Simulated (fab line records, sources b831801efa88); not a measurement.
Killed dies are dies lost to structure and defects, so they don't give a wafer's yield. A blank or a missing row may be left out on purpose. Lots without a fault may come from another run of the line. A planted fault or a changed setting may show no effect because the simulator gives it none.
fab line records | flow sky130
record lots=12 wafers=36 last_day=51
route steps=708 shown METAL4@602 VIA4@646 PAD_OPEN@708
lots that met no fault: from a run of the same line without faults
start_h: hours from the record's first day to the start of the lot's first wafer shown | wait_h: hours since the lot's step before | " the same as in the row above | L1.1+2: a row that stands for several wafers | - no value, or no start given | * or withheld: withheld | < > ~ a bound
route shown NAME@n: a module of which the file shows steps, and the number in the route of the first | usual: mean/standard deviation of fault-free wafers | same: alike in all rows | chamber/n: place in a boat | sites: the reading at each site | _std_site: their standard deviation | _edge_site: outer sites' mean less inner sites' | radius_mm: how far each site lies from the wafer's centre | mask NAME#n: copy n | behind: the tool/chamber that last shaped the wafer | hold: why the lot was held/for how many hours/how that ended | device: the transistor (n, p or np) that didn't switch | end of line: the same wafers' tests at the end of the route | a step without rows: its recipe alone | killed: dies lost to structure and defects at the first sort, not the wafer's yield | map: a wafer's dies, x killed, . not, _ none there
set.NAME: the setting as run; set.NAME@STEP: as run at that earlier step | model.NAME: the simulator's own value behind a step, which no gauge read
steps of the route over a sample of lots; a table a step, a row a wafer
services: from which hour (start_h, from the record's first day; less than 0 if before it) a tool's chamber was out of use, for how many hours, and why
## steps
# step SKY_METAL4_SPUTTER_04
# recipe material=TiN target_thk_nm=70 power_w=6500 time_s=58.3 chamber_pressure_pa=0.4
# usual chamber_pressure_pa=0.4000/0.00082 throttle_valve_pct=30.6/0.79
# columns lot.wafer tool chamber start_h wait_h chamber_pressure_pa throttle_valve_pct
L351.1 pvd_sputter-02 - 969.44 0.0 0.3999 30.6
L351.2 " - " " 0.4000 30.9
L351.3 " - " " 0.4007 30.2
L353.1 pvd_sputter-03 - 980.77 0.0 0.4012 29.2
L353.2 " - " " 0.4004 31.9
L353.4 " - " " 0.4003 30.6
L357.1 pvd_sputter-03 - 1013.70 0.0 0.4003 30.3
L357.2 " - " " 0.3994 29.5
L357.6 " - " " 0.4010 31.9
L358.2 pvd_sputter-04 - 1025.59 0.0 0.3991 30.8
L358.3 " - " " 0.3990 30.6
L358.5 " - " " 0.4001 31.0
L362.2 pvd_sputter-03 - 1054.95 0.0 0.4001 29.4
L362.4 " - " " 0.4012 29.6
L362.5 " - " " 0.4013 30.7
L365.3 pvd_sputter-03 - 1065.12 0.0 0.4009 30.6
L365.4 " - " " 0.4000 32.0
L365.6 " - " " 0.4003 32.1
L364.3 pvd_sputter-04 - 1066.19 0.0 0.4001 30.9
L364.4 " - " " 0.3991 30.9
L364.6 " - " " 0.3996 30.5
L366.1 pvd_sputter-02 - 1069.47 0.0 0.3993 30.1
L366.5 " - " " 0.3997 29.9
L366.6 " - " " 0.3994 30.1
L367.1 pvd_sputter-03 - 1079.96 0.0 0.4001 29.4
L367.4 " - " " 0.4011 31.9
L367.5 " - " " 0.4005 29.5
L369.1 pvd_sputter-03 - 1087.02 0.0 0.4005 29.5
L369.3 " - " " 0.3999 31.9
L369.4 " - " " 0.3995 30.4
L373.2 pvd_sputter-02 - 1110.02 0.0 0.3987 31.7
L373.3 " - " " 0.3999 30.8
L373.6 " - " " 0.4015 30.3
L374.1 pvd_sputter-03 - 1114.94 0.0 0.4004 31.7
L374.2 " - " " 0.4007 30.6
L374.3 " - " " 0.3999 29.6
# step SKY_METAL4_OVL_MEAS_14
# usual METAL4_OVL=2/6.6
# columns lot.wafer tool chamber start_h wait_h METAL4_OVL[nm]
L351.1 overlay-01 - 1019.37 0.1 15
L351.2 " - " " -4
L351.3 " - " " 12
L353.1 overlay-01 - 1030.96 0.1 -7
L353.2 " - " " 9
L353.4 " - " " 11
L357.1 overlay-02 - 1062.17 0.1 6
L357.2 " - " " 17
L357.6 " - " " 11
L358.2 overlay-01 - 1073.56 0.1 -3
L358.3 " - " " -4
L358.5 " - " " -7
L362.2 overlay-02 - 1099.68 0.1 -6
L362.4 " - " " -10
L362.5 " - " " 5
L365.3 overlay-02 - 1110.09 0.1 6
L365.4 " - " " -4
L365.6 " - " " 0
L364.3 overlay-02 - 1110.74 0.1 9
L364.4 " - " " -2
L364.6 " - " " -5
L366.1 overlay-02 - 1113.88 0.1 -2
L366.5 " - " " -5
L366.6 " - " " 5
L367.1 overlay-02 - 1124.01 0.1 6
L367.4 " - " " -1
L367.5 " - " " 8
L369.1 overlay-02 - 1130.66 0.1 5
L369.3 " - " " 3
L369.4 " - " " 1
L373.2 overlay-01 - 1152.83 0.1 8
L373.3 " - " " -6
L373.6 " - " " 4
L374.1 overlay-01 - 1156.83 0.1 1
L374.2 " - " " 5
L374.3 " - " " -1
# step SKY_METAL4_ETCH_17
# recipe target=SiO2 stop_on=TiN chemistry=C4F8/O2/Ar source_w=1500 bias_w=1200 pressure_mtorr=40 c4f8_flow_sccm=withheld O2_flow_sccm=6 Ar_flow_sccm=300 time_s=3.9 target_depth_a=150
# usual oes_product_au=0.756/0.0073
# columns lot.wafer tool chamber start_h wait_h oes_product_au rf_hours_counter_h
L351.1 rie_diel-03 1 1019.54 0.1 0.762 9
L351.2 " 3 " " 0.749 28
L351.3 " 0 " " 0.761 12
L353.1 rie_diel-01 0 1031.12 0.1 0.753 20
L353.2 " 3 " " 0.744 18
L353.4 " 2 " " 0.755 8
L357.1 rie_diel-01 0 1062.34 0.1 0.745 20
L357.2 " 2 " " 0.747 9
L357.6 " 3 " " 0.752 -
L358.2 rie_diel-01 1 1073.72 0.1 0.746 9
L358.3 " 0 " " 0.751 21
L358.5 " 2 " " 0.752 -
L362.2 rie_diel-03 3 1099.84 0.1 0.757 31
L362.4 " 1 " " 0.754 11
L362.5 " 0 " " 0.764 -
L365.3 rie_diel-01 0 1110.24 0.0 0.754 22
L365.4 " 1 " " 0.751 11
L365.6 " 2 " " 0.765 -
L364.3 rie_diel-03 2 1110.89 0.0 0.756 28
L364.4 " 3 " " 0.766 31
L364.6 " 1 " " 0.774 -
L366.1 rie_diel-02 2 1114.04 0.1 0.746 6
L366.5 " 1 " " 0.767 -
L366.6 " 0 " " 0.756 -
L367.1 rie_diel-01 2 1124.17 0.1 0.745 11
L367.4 " 3 " " 0.759 21
L367.5 " 2 " " 0.751 -
L369.1 rie_diel-01 3 1130.82 0.1 0.748 21
L369.3 " 1 " " 0.754 12
L369.4 " 0 " " 0.761 23
L373.2 rie_diel-02 0 1152.99 0.1 0.753 10
L373.3 " 3 " " 0.752 12
L373.6 " 1 " " 0.765 -
L374.1 rie_diel-02 2 1156.99 0.1 0.754 7
L374.2 " 0 " " 0.744 10
L374.3 " 1 " " 0.742 16
# step SKY_VIA4_SOFTBAKE_07
# recipe temp_c=90 time_s=60 resist=NOVOLAK
# usual plate_temp_C=89.97/0.13 run_length_s=89.29/0.2
# columns lot.wafer tool chamber start_h wait_h plate_temp_C run_length_s
L351.1 litho_track-02 0 1032.80 0.1 90.14 89.19
L351.2 " 0 " " 90.05 88.93
L351.3 " 0 " " 90.01 88.95
L353.1 litho_track-01 0 1043.46 0.1 89.97 89.08
L353.2 " 0 " " 89.99 89.05
L353.4 " 0 " " 90.11 89.26
L357.1 litho_track-01 0 1075.91 0.1 89.98 89.07
L357.2 " 0 " " 89.96 96.46
L357.6 " 0 " " 90.02 96.43
L358.2 litho_track-01 0 1085.78 0.1 89.97 96.31
L358.3 " 0 " " 89.95 96.53
L358.5 " 0 " " 90.00 89.04
L362.2 litho_track-02 0 1110.63 0.1 90.01 89.03
L362.4 " 0 " " 89.94 89.20
L362.5 " 0 " " 89.85 88.94
L365.3 litho_track-02 0 1122.65 0.1 90.09 88.92
L365.4 " 0 " " 89.94 89.14
L365.6 " 0 " " 89.85 88.92
L364.3 litho_track-03 0 1123.44 0.1 89.88 89.42
L364.4 " 0 " " 90.01 89.33
L364.6 " 0 " " 89.83 89.48
L366.1 litho_track-03 0 1126.04 0.1 89.94 89.75
L366.5 " 0 " " 90.00 89.63
L366.6 " 0 " " 89.98 89.34
L367.1 litho_track-03 0 1134.64 0.1 89.90 89.34
L367.4 " 0 " " 90.05 89.65
L367.5 " 0 " " 90.06 89.38
L369.1 litho_track-03 0 1142.54 0.1 89.92 89.54
L369.3 " 0 " " 90.05 89.44
L369.4 " 0 " " 90.24 89.55
L373.2 litho_track-01 0 1163.93 0.1 89.79 89.36
L373.3 " 0 " " 89.84 89.22
L373.6 " 0 " " 89.84 89.16
L374.1 litho_track-01 0 1168.31 0.1 89.84 89.19
L374.2 " 0 " " 89.80 89.23
L374.3 " 0 " " 89.77 89.28
# step SKY_PAD_OPEN_PROBE_99
# usual defect_limited_yield=82.5/1.9 killed_at_M0_to_M3=43/6.4 killed_at_M4_up=3.3/1.9 killed_at_contacts=24/5.7 killed_at_front_end=15/4.7 killed_at_other=0.3/0.48 killed_dies=86/9.2 killed_open=47/7 killed_short=39/6.5 sort_bin_3_pad_short=0.8/0.38 sort_bin_5_function=10.3/1.4 sort_bin_6_memory=6.3/1.1 sort_n_pass=406/9.2 sort_yield_pct=82.5/1.9
# same gross_dies=492 killed_at_back_side=0 sort_bin_4_leakage[%]=0 sort_bin_8_speed[%]=0
# columns lot.wafer tool chamber start_h wait_h defect_limited_yield[%] killed_at_M0_to_M3 killed_at_M4_up killed_at_contacts killed_at_front_end killed_at_other killed_dies killed_open killed_short sort_bin_3_pad_short[%] sort_bin_5_function[%] sort_bin_6_memory[%] sort_n_pass sort_yield_pct[%]
L351.1 prober-02 - 1115.37 0.1 82.7 42 2 21 20 0 85 46 38 1.2 10.0 6.1 407 82.7
L351.2 prober-02 - 1115.42 0.1 82.5 34 2 28 21 1 86 52 33 0.6 10.6 6.3 406 82.5
L351.3 prober-02 - 1115.47 0.2 78.7 51 4 27 23 0 105 62 39 0.8 13.0 7.5 387 78.7
L353.1 prober-02 - 1125.92 0.1 82.5 40 2 32 11 1 86 47 39 0.8 8.3 8.3 406 82.5
L353.2 prober-02 - 1125.97 0.1 78.9 49 1 38 16 0 104 62 42 1.4 12.2 7.5 388 78.9
L353.4 prober-02 - 1126.07 0.2 84.8 41 6 17 11 0 75 42 33 0.6 8.1 6.5 417 84.8
L357.1 prober-02 - 1154.68 0.1 80.5 40 2 35 19 0 96 50 45 0.4 12.4 6.7 396 80.5
L357.2 prober-02 - 1154.73 0.1 83.5 33 4 31 13 0 81 40 40 0.6 8.5 7.3 411 83.5
L357.6 prober-02 - 1154.93 0.2 83.3 40 5 29 8 0 82 46 35 0.4 11.4 4.9 410 83.3
L358.2 prober-01 - 1163.85 0.1 83.7 35 2 22 20 1 80 41 38 0.8 8.9 6.5 412 83.7
L358.3 prober-01 - 1163.90 0.2 80.5 48 1 31 16 0 96 59 37 0.4 11.0 8.1 396 80.5
L358.5 prober-01 - 1164.00 0.2 83.9 42 3 22 11 1 79 52 27 0.6 10.2 5.3 413 83.9
L362.2 prober-01 - 1185.98 0.1 84.6 34 8 23 11 0 76 47 29 0.2 9.1 6.1 416 84.6
L362.4 prober-01 - 1186.08 0.2 86.4 35 1 16 15 0 67 34 31 1.0 8.5 4.1 425 86.4
L362.5 prober-01 - 1186.13 0.2 83.9 44 7 16 12 0 79 39 37 1.4 9.3 5.3 413 83.9
L365.3 prober-01 - 1195.26 0.2 85.6 39 0 26 6 0 71 41 30 0.6 10.0 3.9 421 85.6
L365.4 prober-01 - 1195.31 0.2 85.8 39 5 19 6 1 70 37 33 1.2 8.9 4.1 422 85.8
L365.6 prober-01 - 1195.41 0.2 78.9 46 1 39 17 1 104 54 50 0.8 11.8 8.5 388 78.9
L364.3 prober-02 - 1195.82 0.2 80.9 45 5 26 18 0 94 50 44 1.2 11.0 6.9 398 80.9
L364.4 prober-02 - 1195.87 0.2 81.7 43 1 20 26 0 90 50 40 1.0 8.9 8.3 402 81.7
L364.6 prober-02 - 1195.97 0.2 86.0 34 7 16 12 0 69 37 32 0.4 8.9 4.7 423 86.0
L366.1 prober-01 - 1197.95 0.1 85.0 35 5 23 11 0 74 48 25 0.4 8.7 5.9 418 85.0
L366.5 prober-01 - 1198.15 0.2 85.2 40 6 15 12 0 73 43 30 0.6 10.0 4.3 419 85.2
L366.6 prober-01 - 1198.20 0.2 83.7 42 4 18 16 0 80 32 48 0.4 9.8 6.1 412 83.7
L367.1 prober-02 - 1203.81 0.1 82.9 44 2 24 14 0 84 51 33 0.8 9.8 6.5 408 82.9
L367.4 prober-02 - 1203.96 0.2 81.7 40 1 30 18 1 90 52 38 1.2 11.2 5.9 402 81.7
L367.5 prober-02 - 1204.01 0.2 78.7 50 3 27 25 0 105 60 45 1.6 12.2 7.5 387 78.7
L369.1 prober-02 - 1208.66 0.1 82.7 48 5 19 13 0 85 42 43 0.8 9.8 6.7 407 82.7
L369.3 prober-02 - 1208.76 0.2 79.5 55 4 31 11 0 101 63 38 0.6 14.0 5.9 391 79.5
L369.4 prober-02 - 1208.81 0.2 78.9 61 4 26 13 0 104 57 47 1.4 11.8 7.9 388 78.9
L373.2 prober-02 - 1224.88 0.1 84.6 42 5 19 8 2 76 36 39 0.4 9.6 5.5 416 84.6
L373.3 prober-02 - 1224.93 0.2 82.9 41 3 25 15 0 84 49 35 0.6 11.0 5.5 408 82.9
L373.6 prober-02 - 1225.08 0.2 82.7 37 3 30 15 0 85 43 41 1.0 11.0 5.3 407 82.7
L374.1 prober-01 - 1228.77 0.1 81.3 54 3 21 14 0 92 46 46 0.6 10.0 8.1 400 81.3
L374.2 prober-01 - 1228.82 0.1 82.7 39 3 27 16 0 85 46 39 0.6 11.4 5.3 407 82.7
L374.3 prober-01 - 1228.87 0.2 82.3 43 3 23 18 0 87 42 45 0.8 10.2 6.7 405 82.3
# killed by level:class
L351.1 VIA1:geometric_particle:open=8 CONTACT:geometric_particle:open=8 VIA2:geometric_particle:open=8 METAL2:geometric_particle:short=7 POLY_GATE:geometric_particle:short=6 METAL1:geometric_particle:short=6 VIA3:geometric_particle:open=6 LOCAL_INTERCONNECT:geometric_particle:short=5
L351.2 CONTACT:geometric_particle:open=14 VIA2:geometric_particle:open=8 FIELD_ISO:geometric_particle:open=7 VIA1:geometric_particle:open=7 LI_CONTACT:geometric_particle:open=6 CONTACT:geometric_particle:short=6 POLY_GATE:geometric_particle:short=5 VIA2:geometric_particle:short=5
L351.3 LI_CONTACT:geometric_particle:open=14 VIA1:geometric_particle:open=11 METAL1:geometric_particle:short=10 VIA2:geometric_particle:open=8 VIA3:geometric_particle:open=8 FIELD_ISO:geometric_particle:open=7 POLY_GATE:geometric_particle:short=4 POLY_GATE:geometric_particle:open=4
L353.1 CONTACT:geometric_particle:open=13 METAL1:geometric_particle:short=10 VIA1:geometric_particle:open=8 CONTACT:geometric_particle:short=7 LI_CONTACT:geometric_particle:open=5 METAL2:geometric_particle:short=5 VIA1:geometric_particle:short=4 FIELD_ISO:geometric_particle:open=3
L353.2 VIA1:geometric_particle:open=18 CONTACT:geometric_particle:open=13 METAL1:geometric_particle:short=9 LI_CONTACT:geometric_particle:open=8 CONTACT:geometric_particle:short=6 POLY_GATE:geometric_particle:short=5 LOCAL_INTERCONNECT:geometric_particle:short=5 VIA3:geometric_particle:open=5
L353.4 VIA1:geometric_particle:open=11 CONTACT:geometric_particle:open=9 METAL2:geometric_particle:short=6 METAL1:geometric_particle:short=6 VIA2:geometric_particle:open=5 LI_CONTACT:geometric_particle:open=4 METAL4:geometric_particle:short=4 FIELD_ISO:geometric_particle:short=3
L357.1 CONTACT:geometric_particle:open=12 VIA1:geometric_particle:open=10 LI_CONTACT:geometric_particle:open=9 LOCAL_INTERCONNECT:geometric_particle:short=6 METAL1:geometric_particle:short=5 METAL2:geometric_particle:short=5 VIA3:geometric_particle:open=5 FIELD_ISO:geometric_particle:short=4
L357.2 CONTACT:geometric_particle:open=15 METAL1:geometric_particle:short=7 VIA1:geometric_particle:open=6 FIELD_ISO:geometric_particle:short=5 LI_CONTACT:geometric_particle:open=5 VIA1:geometric_particle:short=5 CONTACT:geometric_particle:short=4 VIA3:geometric_particle:open=4
L357.6 CONTACT:geometric_particle:open=13 VIA1:geometric_particle:open=11 LI_CONTACT:geometric_particle:open=8 VIA3:geometric_particle:open=6 METAL2:geometric_particle:short=6 METAL1:geometric_particle:short=5 CONTACT:geometric_particle:short=5 VIA1:geometric_particle:short=4
L358.2 VIA2:geometric_particle:open=9 FIELD_ISO:geometric_particle:short=8 VIA1:geometric_particle:open=8 CONTACT:geometric_particle:open=7 CONTACT:geometric_particle:short=5 LI_CONTACT:geometric_particle:open=4 LOCAL_INTERCONNECT:geometric_particle:short=4 METAL1:geometric_particle:short=4
L358.3 CONTACT:geometric_particle:open=15 VIA1:geometric_particle:open=14 VIA3:geometric_particle:open=12 VIA1:geometric_particle:short=8 LI_CONTACT:geometric_particle:open=7 FIELD_ISO:geometric_particle:short=6 CONTACT:geometric_particle:short=5 FIELD_ISO:geometric_particle:open=4
L358.5 VIA1:geometric_particle:open=13 CONTACT:geometric_particle:open=12 VIA2:geometric_particle:open=7 VIA3:geometric_particle:open=6 METAL2:geometric_particle:short=4 VIA1:geometric_particle:short=4 FIELD_ISO:geometric_particle:short=3 FIELD_ISO:geometric_particle:open=3
L362.2 VIA1:geometric_particle:open=11 CONTACT:geometric_particle:open=10 VIA3:geometric_particle:open=6 POLY_GATE:geometric_particle:open=5 CONTACT:geometric_particle:short=5 LOCAL_INTERCONNECT:geometric_particle:short=5 METAL2:geometric_particle:short=4 VIA2:geometric_particle:open=4
L362.4 POLY_GATE:geometric_particle:open=5 METAL1:geometric_particle:short=5 VIA1:geometric_particle:open=5 VIA3:geometric_particle:open=5 FIELD_ISO:geometric_particle:short=4 LI_CONTACT:geometric_particle:open=4 LOCAL_INTERCONNECT:geometric_particle:short=4 METAL2:geometric_particle:short=4
L362.5 VIA1:geometric_particle:open=8 METAL2:geometric_particle:short=6 VIA1:geometric_particle:short=5 VIA3:geometric_particle:short=5 VIA3:geometric_particle:open=5 CONTACT:geometric_particle:short=4 LI_CONTACT:geometric_particle:open=4 METAL1:geometric_particle:short=4
L365.3 CONTACT:geometric_particle:open=11 VIA3:geometric_particle:open=7 VIA1:geometric_particle:open=7 METAL2:geometric_particle:short=6 LI_CONTACT:geometric_particle:open=5 VIA2:geometric_particle:open=5 LOCAL_INTERCONNECT:geometric_particle:short=4 VIA1:geometric_particle:short=4
L365.4 CONTACT:geometric_particle:open=8 VIA2:geometric_particle:open=7 VIA1:geometric_particle:open=6 LI_CONTACT:geometric_particle:open=5 VIA1:geometric_particle:short=5 METAL2:geometric_particle:short=5 LOCAL_INTERCONNECT:geometric_particle:short=4 VIA3:geometric_particle:open=4
L365.6 CONTACT:geometric_particle:open=17 LOCAL_INTERCONNECT:geometric_particle:short=10 VIA1:geometric_particle:open=10 METAL1:geometric_particle:short=8 FIELD_ISO:geometric_particle:short=7 LI_CONTACT:geometric_particle:open=7 VIA3:geometric_particle:open=5 VIA2:geometric_particle:short=5
L364.3 VIA1:geometric_particle:open=14 LOCAL_INTERCONNECT:geometric_particle:short=7 CONTACT:geometric_particle:open=7 LI_CONTACT:geometric_particle:open=6 VIA2:geometric_particle:open=6 POLY_GATE:geometric_particle:short=5 METAL2:geometric_particle:short=5 VIA3:geometric_particle:short=4
L364.4 POLY_GATE:geometric_particle:open=11 METAL1:geometric_particle:short=8 VIA1:geometric_particle:open=7 CONTACT:geometric_particle:open=7 FIELD_ISO:geometric_particle:open=5 LI_CONTACT:geometric_particle:open=5 VIA3:geometric_particle:open=5 VIA3:geometric_particle:short=5
L364.6 VIA1:geometric_particle:open=9 CONTACT:geometric_particle:open=7 POLY_GATE:geometric_particle:short=5 VIA2:geometric_particle:open=5 VIA3:geometric_particle:open=5 VIA1:geometric_particle:short=4 METAL2:geometric_particle:short=4 LI_CONTACT:geometric_particle:open=3
L366.1 VIA1:geometric_particle:open=14 CONTACT:geometric_particle:open=11 FIELD_ISO:geometric_particle:open=5 LI_CONTACT:geometric_particle:open=5 VIA2:geometric_particle:open=5 LOCAL_INTERCONNECT:geometric_particle:short=4 VIA3:geometric_particle:open=4 METAL4:geometric_particle:short=4
L366.5 VIA1:geometric_particle:open=10 VIA3:geometric_particle:open=8 CONTACT:geometric_particle:open=6 METAL2:geometric_particle:short=5 METAL3:geometric_particle:short=5 METAL4:geometric_particle:short=5 POLY_GATE:geometric_particle:open=4 LI_CONTACT:geometric_particle:open=4
L366.6 VIA1:geometric_particle:open=10 FIELD_ISO:geometric_particle:short=9 VIA2:geometric_particle:open=8 LOCAL_INTERCONNECT:geometric_particle:short=7 METAL1:geometric_particle:short=7 METAL2:geometric_particle:short=6 VIA3:geometric_particle:open=5 POLY_GATE:geometric_particle:short=4
L367.1 CONTACT:geometric_particle:open=14 VIA1:geometric_particle:open=11 VIA2:geometric_particle:open=8 POLY_GATE:geometric_particle:short=7 METAL1:geometric_particle:short=6 VIA1:geometric_particle:short=6 LI_CONTACT:geometric_particle:open=5 LI_CONTACT:geometric_particle:short=3
L367.4 VIA2:geometric_particle:open=10 LI_CONTACT:geometric_particle:open=9 CONTACT:geometric_particle:open=9 VIA3:geometric_particle:open=8 POLY_GATE:geometric_particle:short=6 METAL1:geometric_particle:short=6 CONTACT:geometric_particle:short=6 VIA1:geometric_particle:open=5
L367.5 VIA1:geometric_particle:open=11 FIELD_ISO:geometric_particle:open=9 VIA3:geometric_particle:open=8 LI_CONTACT:geometric_particle:open=7 CONTACT:geometric_particle:open=7 VIA3:geometric_particle:short=7 CONTACT:geometric_particle:short=6 POLY_GATE:geometric_particle:short=5
L369.1 VIA1:geometric_particle:open=12 VIA1:geometric_particle:short=11 LI_CONTACT:geometric_particle:open=8 METAL1:geometric_particle:short=6 VIA3:geometric_particle:open=6 FIELD_ISO:geometric_particle:short=5 CONTACT:geometric_particle:open=4 VIA2:geometric_particle:open=4
L369.3 VIA1:geometric_particle:open=20 CONTACT:geometric_particle:open=13 LI_CONTACT:geometric_particle:open=9 VIA2:geometric_particle:open=6 VIA2:geometric_particle:short=5 LOCAL_INTERCONNECT:geometric_particle:short=5 METAL1:geometric_particle:short=5 VIA3:geometric_particle:open=5
L369.4 VIA1:geometric_particle:open=15 CONTACT:geometric_particle:open=12 VIA2:geometric_particle:open=11 VIA1:geometric_particle:short=10 LI_CONTACT:geometric_particle:short=6 METAL1:geometric_particle:short=6 VIA3:geometric_particle:open=6 FIELD_ISO:geometric_particle:short=4
L373.2 VIA1:geometric_particle:open=9 LI_CONTACT:geometric_particle:open=7 LOCAL_INTERCONNECT:geometric_particle:short=7 VIA1:geometric_particle:short=7 METAL2:geometric_particle:short=5 VIA3:geometric_particle:short=5 VIA3:geometric_particle:open=5 METAL1:geometric_particle:short=4
L373.3 VIA1:geometric_particle:open=12 CONTACT:geometric_particle:open=9 LI_CONTACT:geometric_particle:open=7 VIA3:geometric_particle:open=6 VIA2:geometric_particle:open=5 FIELD_ISO:geometric_particle:short=4 POLY_GATE:geometric_particle:open=4 VIA1:geometric_particle:short=4
L373.6 CONTACT:geometric_particle:open=14 VIA1:geometric_particle:open=11 LOCAL_INTERCONNECT:geometric_particle:short=7 POLY_GATE:geometric_particle:short=5 METAL2:geometric_particle:short=5 VIA3:geometric_particle:short=5 VIA3:geometric_particle:open=4 METAL2:geometric_particle:open=4
L374.1 VIA1:geometric_particle:open=13 LI_CONTACT:geometric_particle:open=9 METAL2:geometric_particle:short=9 CONTACT:geometric_particle:open=7 VIA2:geometric_particle:short=6 VIA2:geometric_particle:open=6 VIA1:geometric_particle:short=5 POLY_GATE:geometric_particle:open=4
L374.2 LI_CONTACT:geometric_particle:open=11 VIA1:geometric_particle:open=9 CONTACT:geometric_particle:open=8 METAL2:geometric_particle:short=7 VIA1:geometric_particle:short=6 FIELD_ISO:geometric_particle:short=5 POLY_GATE:geometric_particle:short=4 LOCAL_INTERCONNECT:geometric_particle:short=4
L374.3 VIA1:geometric_particle:open=14 VIA1:geometric_particle:short=9 FIELD_ISO:geometric_particle:short=7 CONTACT:geometric_particle:open=7 CONTACT:geometric_particle:short=6 METAL2:geometric_particle:short=6 FIELD_ISO:geometric_particle:open=5 VIA2:geometric_particle:open=4
## services
# columns tool chamber start_h hours kind
rie_diel-03 2 949.91 10.2 repair
rie_diel-03 2 961.05 5.2 repair
rie_diel-01 0 971.24 10.1 repair
pvd_sputter-04 - 988.61 3.7 repair
rie_diel-02 0 996.46 7.6 repair
rie_diel-02 3 1037.15 3.4 repair
rie_diel-01 2 1044.20 4.7 repair
pvd_sputter-03 - 1066.26 3.9 repair
pvd_sputter-02 - 1120.94 3.7 repair
rie_diel-03 2 1144.53 - clean
rie_diel-03 2 1144.53 - consumable_replace:focus_ring
rie_diel-03 2 1144.53 22.0 scheduled_down
rie_diel-03 2 1144.53 22.0 vent_cycle
rie_diel-01 0 1162.65 1.3 repair
rie_diel-03 3 1166.65 - clean
rie_diel-03 3 1166.65 - consumable_replace:focus_ring
rie_diel-03 3 1166.65 32.0 scheduled_down
rie_diel-03 3 1166.65 32.0 vent_cycle
## key
first_sign step=SKY_VIA4_SOFTBAKE_07 reading=run_length_s direction=up sigmas=35 usual=* struck=*
effect none on later readings
met_at SKY_VIA4_SOFTBAKE_07
struck_lots L357,L358
struck_wafers L357.2,L357.6,L358.2,L358.3
not_acting_at SKY_METAL4_SPUTTER_04,SKY_METAL4_OVL_MEAS_14,SKY_METAL4_ETCH_17
onset_between 1043.46 1075.91
fault kind=process_parameter_drift tool=litho_track-01 chamber=- onset_h=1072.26 steps=SKY_VIA4_SOFTBAKE_07 channel=time_s offset=* shape=step end_h=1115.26 scope=struck_wafers_only acts_in=* stated=*
